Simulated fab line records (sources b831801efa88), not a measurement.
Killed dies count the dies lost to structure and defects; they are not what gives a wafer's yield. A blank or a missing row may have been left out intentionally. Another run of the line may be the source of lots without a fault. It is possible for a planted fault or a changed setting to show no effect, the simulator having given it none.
8D (eight disciplines) problem report, filled in by code | flow sky130 | the parts of the form that need people (team, actions taken, sign-off) are left out

== 1. WHAT WENT WRONG ==
VT_ADJUST_PCH_OVL at SKY_VT_ADJUST_PCH_OVL_MEAS_07 reads a mean of 66.9 nm on 9 wafers of 3 lots; wafers without a fault read 1.7 nm with a standard deviation of 1.4. Measured from the usual mean, that is +47 standard deviations.
First seen on wafer L359.1, day 15 04:53, on overlay-02. The record has a number at this step for 39 wafers belonging to 13 lots. The rule behind "out" and "out of limits": a value lying over 4 standard deviations away from the usual mean. The rest of the wafers with a number are treated as sound.

== 2. WHAT IT IS AND WHAT IT IS NOT ==
question                    | is                     | is not
which readings at this step | VT_ADJUST_PCH_OVL      | -
which lots                  | L359, L360, L362       | L345, L346, L347, L348, L349, L350, L352, L357, L363, L365
which wafers of those lots  | all that have a number | -
read on which gauges        | overlay-02             | overlay-01
when                        | from day 15 04:53      | up to then (24 sound wafers); but 6 sound wafers of L363, L365 came after

== 3. SUSPECTS, AND WHAT RULES EACH OUT ==
Counting: a tool stays on the suspect list if, at a process step up to the reading, it processed all lots that are out and no sound lot following the first of them.
- the gauge at SKY_VT_ADJUST_PCH_OVL_MEAS_07: kept. All the wafers that are out were read on overlay-02, and no step on other tools shows them out.
- iline_stepper-01 at SKY_VT_ADJUST_PCH_EXPOSE_04 (exposes mask NWM, target cd 840 nm): kept. All lots that are out passed through it, beginning with L359 at day 14 15:04, and no sound lot followed; its final sound lot before that point was L352 at day 12 14:01.
The count leaves overlay-02 at SKY_VT_ADJUST_PCH_OVL_MEAS_07 and iline_stepper-01 at SKY_VT_ADJUST_PCH_EXPOSE_04.

== 4. THE CAUSE (what the simulator had put in) ==
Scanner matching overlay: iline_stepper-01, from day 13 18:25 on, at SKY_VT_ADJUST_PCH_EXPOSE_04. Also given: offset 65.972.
This tool is one of the 2 suspects left after counting.

== 5. SEQUENCE OF EFFECTS, ordered by route ==
One row per reading whose mean, taken over the struck wafers that have a number, lies over 3 standard deviations from the usual. Only readings whose record carries a usual standard deviation are examined. hours: median over the lots of the time between each lot's start at the first step of this table that gives one and its start at this step. sigmas: the change, counted in usual standard deviations.
hours | step                          | reading           | usual  | on struck wafers | change | sigmas
0     | SKY_VT_ADJUST_PCH_OVL_MEAS_07 | VT_ADJUST_PCH_OVL | 1.7 nm | 66.9             | +65.2  | +47
At these later measuring or inspecting steps, every struck wafer for which the step has a row has a number for every such reading, and none has moved that far: SKY_SONOS_ONO_OVL_MEAS_14, SKY_LDD_N_OVL_MEAS_07.

== 6. HOW IT WOULD HAVE BEEN CAUGHT EARLIER ==
The first out-of-limits reading at a measuring or inspecting step in this record came at day 15 04:53, 34 hours after the fault's start at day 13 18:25.
L362, from the lots that are out (3), started SKY_VT_ADJUST_PCH_EXPOSE_04 on iline_stepper-01 later than day 15 04:53. Putting the tool on hold at that point would have spared it.
